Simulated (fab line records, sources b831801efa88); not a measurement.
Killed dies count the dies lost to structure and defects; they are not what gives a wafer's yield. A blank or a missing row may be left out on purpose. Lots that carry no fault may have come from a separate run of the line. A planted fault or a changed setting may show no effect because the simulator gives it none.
Which of the tools did it? + flow sfq line + 7 lots (20 wafers sampled), 1 step of a 325-step route

== WHAT EACH GAUGE READ, for each wafer ==
SFQ_M0_OVL_MEAS_906.
| lot  | measured     | on         | M0_OVL (nm) |
|------|--------------|------------|-------------|
| L484 | day 12 05:09 | overlay-01 | -4 0 -1     |
| L486 | day 13 09:29 | overlay-02 | 3 -2 -2     |
| L488 | day 13 22:41 | overlay-02 | 1 0 0       |
| L490 | day 14 15:30 | overlay-01 | 8 1 4       |
| L494 | day 15 22:49 | overlay-01 | 1 -4 -7     |
| L498 | day 17 15:23 | overlay-01 | -5 -6       |
| L502 | day 18 23:55 | overlay-01 | -9 -8 -9    |

== WHICH TOOL RAN EACH LOT (tool, then ch and the chambers of the sampled wafers, then the start) ==
The record holds no process step before these readings.

== THE ANSWER, worked out from the rows above alone ==
Rule: the usual values come from the lots themselves. The widest of any qualifying gaps counts: lots, ordered by their means at a reading, are off when they make up no more than a third of the lots, leave a main group of 4 or more, and stand apart from it by 3 or more times the standard deviation of that group's means. If all means in a main group match to the digits the tables above print for the reading, that group is not used. Also off: a lot with no number at a reading for which 4 or more lots have one. Any other lot the step has rows for is counted as sound.
No lot is off on any of the readings shown, so nothing can be concluded from this.

== WHAT HAD BEEN PUT IN BY THE SIMULATOR ==
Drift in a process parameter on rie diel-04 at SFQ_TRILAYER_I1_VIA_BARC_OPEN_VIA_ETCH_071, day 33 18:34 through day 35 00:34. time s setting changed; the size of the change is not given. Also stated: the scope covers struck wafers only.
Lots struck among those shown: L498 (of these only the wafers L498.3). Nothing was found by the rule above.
